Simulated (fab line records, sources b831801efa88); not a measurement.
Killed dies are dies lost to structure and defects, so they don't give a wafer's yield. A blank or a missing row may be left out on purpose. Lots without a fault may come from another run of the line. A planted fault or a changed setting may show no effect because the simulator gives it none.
Which tool did it? | flow gf180mcu | 14 lots, 42 wafers sampled, at 4 steps of a route of 602

WHAT THE GAUGES READ, wafer by wafer
GF_STI_CD_MEAS_12: target cd 220 nm.
lot  | measured    | on        | cd_nm (nm)
L710 | day 2 01:53 | cd_sem-01 | 218.7 219.1 220.4
L712 | day 2 13:14 | cd_sem-02 | 221.8 221.7 221.7
L713 | day 2 16:52 | cd_sem-01 | 220.7 220.4 220.6
L714 | day 2 21:16 | cd_sem-02 | 220.7 220.6 220.2
L715 | day 3 03:51 | cd_sem-01 | 220.2 220.9 220.4
L716 | day 3 08:34 | cd_sem-02 | 222.2 222.3 222.9
L717 | day 3 12:42 | cd_sem-02 | 218.9 220.0 218.0
L724 | day 5 02:35 | cd_sem-02 | 219.3 221.5 221.1
L726 | day 5 11:59 | cd_sem-02 | 220.1 219.9 220.7
L727 | day 5 17:02 | cd_sem-02 | 219.1 219.0 218.8
L728 | day 5 22:05 | cd_sem-02 | 219.2 219.9 220.9
L730 | day 6 10:03 | cd_sem-02 | 220.1 220.0 219.6
L731 | day 6 14:35 | cd_sem-01 | 220.6 218.5 218.3
L732 | day 6 18:19 | cd_sem-02 | 220.1 219.2 219.9

GF_DNWELL_TW_MEAS_09.
lot  | measured    | on            | DNWELL_TW
L710 | day 2 19:04 | film_metro-03 | 1345 1351 1341
L712 | day 3 06:19 | film_metro-04 | 1351 1347 1348
L713 | day 3 11:03 | film_metro-01 | 1360 1358 1365
L714 | day 3 14:31 | film_metro-04 | 1350 1355 1352
L715 | day 3 22:04 | film_metro-03 | 1333 1338 1336
L716 | day 4 03:09 | film_metro-03 | 1348 1344 1347
L717 | day 4 07:22 | film_metro-03 | 1345 1343 1341
L724 | day 5 21:06 | film_metro-03 | 1344 1346 1343
L726 | day 6 11:15 | film_metro-01 | 1359 1358 1359
L727 | day 6 14:17 | film_metro-04 | 1355 1360 1356
L728 | day 6 17:33 | film_metro-04 | 1363 1363 1363
L730 | day 7 07:18 | film_metro-04 | 1352 1356 1347
L731 | day 7 10:36 | film_metro-01 | 1351 1346 1367
L732 | day 7 15:57 | film_metro-01 | 1351 1344 1349

GF_VT_IMPLANT_OVL_MEAS_29.
lot  | measured     | on         | VT_IMPLANT_02_OVL (nm)
L710 | day 6 20:34  | overlay-01 | 1.0 0.7 -0.1
L712 | day 7 09:22  | overlay-01 | 0.6 2.5 1.1
L713 | day 7 16:01  | overlay-01 | 3.3 -0.3 1.2
L714 | day 7 22:46  | overlay-02 | -1.1 -0.7 0.0
L715 | day 8 05:28  | overlay-01 | 0.2 1.0 -1.1
L716 | day 8 13:52  | overlay-01 | 1.2 0.2 1.4
L717 | day 8 16:48  | overlay-01 | -0.8 0.0 0.0
L724 | day 10 14:46 | overlay-01 | 1.8 0.3 -1.8
L726 | day 11 08:48 | overlay-02 | -0.3 -1.7 -2.3
L727 | day 11 12:12 | overlay-01 | 2.2 0.3 -0.5
L728 | day 11 17:18 | overlay-01 | -0.1 0.7 -0.8
L730 | day 12 11:18 | overlay-02 | -1.7 0.1 0.6
L731 | day 12 12:34 | overlay-02 | 0.0 0.4 1.1
L732 | day 12 20:46 | overlay-01 | 1.8 1.1 2.2

WHICH TOOL RAN EACH LOT (tool, then ch and the chambers of the sampled wafers, then the start)
lot  | GF_MVSD_STRIP_10
L710 | plasma_asher-04 ch 0,1, day 4 10:58
L712 | plasma_asher-04 ch 0, day 4 22:59
L713 | plasma_asher-04 ch 0,1, day 5 03:32
L714 | plasma_asher-04 ch 0,1, day 5 08:47
L715 | plasma_asher-01 ch 0,1, day 5 17:02
L716 | plasma_asher-04 ch 0,1, day 5 22:42
L717 | plasma_asher-02 ch 0,1, day 6 01:53
L724 | plasma_asher-01 ch 0,1, day 7 19:22
L726 | plasma_asher-02 ch 0,1, day 8 10:54
L727 | plasma_asher-04 ch 0, day 8 13:59
L728 | plasma_asher-01 ch 0,1, day 8 18:11
L730 | plasma_asher-04 ch 0,1, day 9 08:41
L731 | plasma_asher-01 ch 1, day 9 12:06
L732 | plasma_asher-01 ch 0,1, day 9 18:26
- GF_MVSD_STRIP_10: strips in O2/N2.

WHAT THE TOOLS THEMSELVES READ (means of the sampled wafers that have a number; where no wafer has one, the mark that the record gives instead)
GF_MVSD_STRIP_10.
lot  | tool            | drypump_motor_current_A (A) | heater_power_w (W) | n2_flow_sccm (sccm) | o2_flow_sccm (sccm) | oes_product_au (a.u.) | strip_time_to_endpoint_s (s)
L710 | plasma_asher-04 | 5.9                         | 376                | 299.6               | 3000                | 0.719                 | 37.04
L712 | plasma_asher-04 | 6.0                         | 394                | 300.5               | 3008                | 0.721                 | 37.11
L713 | plasma_asher-04 | 5.8                         | 364                | 300.0               | 2988                | 0.725                 | 37.01
L714 | plasma_asher-04 | 5.9                         | 373                | 300.4               | 3393                | 0.722                 | 36.74
L715 | plasma_asher-01 | 6.2                         | 327                | 299.9               | 3003                | 0.720                 | 37.07
L716 | plasma_asher-04 | 5.8                         | 341                | 299.4               | 3201                | 0.723                 | 36.87
L717 | plasma_asher-02 | 5.9                         | 351                | 300.0               | 3004                | 0.722                 | 36.93
L724 | plasma_asher-01 | 6.2                         | 321                | 299.5               | 3002                | 0.722                 | 36.76
L726 | plasma_asher-02 | 5.8                         | 355                | 299.4               | 3002                | 0.725                 | 36.84
L727 | plasma_asher-04 | 6.0                         | 364                | 299.7               | 3000                | 0.720                 | 37.19
L728 | plasma_asher-01 | 5.8                         | 344                | 300.5               | 3000                | 0.719                 | 36.80
L730 | plasma_asher-04 | 5.9                         | 346                | 299.9               | 2997                | 0.720                 | 36.84
L731 | plasma_asher-01 | 6.6                         | 311                | 300.4               | 2990                | 0.725                 | 36.87
L732 | plasma_asher-01 | 5.9                         | 343                | 300.0               | 3001                | 0.725                 | 37.08

THE ANSWER, worked out from the rows above alone
Rule: what is usual is taken from the lots themselves. Put in order of their means at a reading, lots are off if they are a third of the lots or fewer, leave a main group of 4 or more, and stand apart from it by a gap of 3 or more times the standard deviation of the main group's means; of several such gaps the widest counts. A main group whose means are all the same, to the digits that the tables above print for the reading, isn't used. A lot without any number at a reading at which 4 lots or more have one is off too. The other lots that the step has rows for count as sound. The gauges are gone through in route order, then the tools' own readings, and for those a lot's mean is taken as printed above. The first step at which some lot is off is used, and at that step the reading that is off furthest; a lot without a number counts as furthest.
Off: L714, L716, at GF_MVSD_STRIP_10 (o2_flow_sccm). The main group: mean 3000 sccm, standard deviation 5.4.
A tool fits if, at that step or a process step before it, it ran every lot that is off, and no sound lot after the first of them. None of those tried fits.

WHAT THE SIMULATOR HAD PUT IN
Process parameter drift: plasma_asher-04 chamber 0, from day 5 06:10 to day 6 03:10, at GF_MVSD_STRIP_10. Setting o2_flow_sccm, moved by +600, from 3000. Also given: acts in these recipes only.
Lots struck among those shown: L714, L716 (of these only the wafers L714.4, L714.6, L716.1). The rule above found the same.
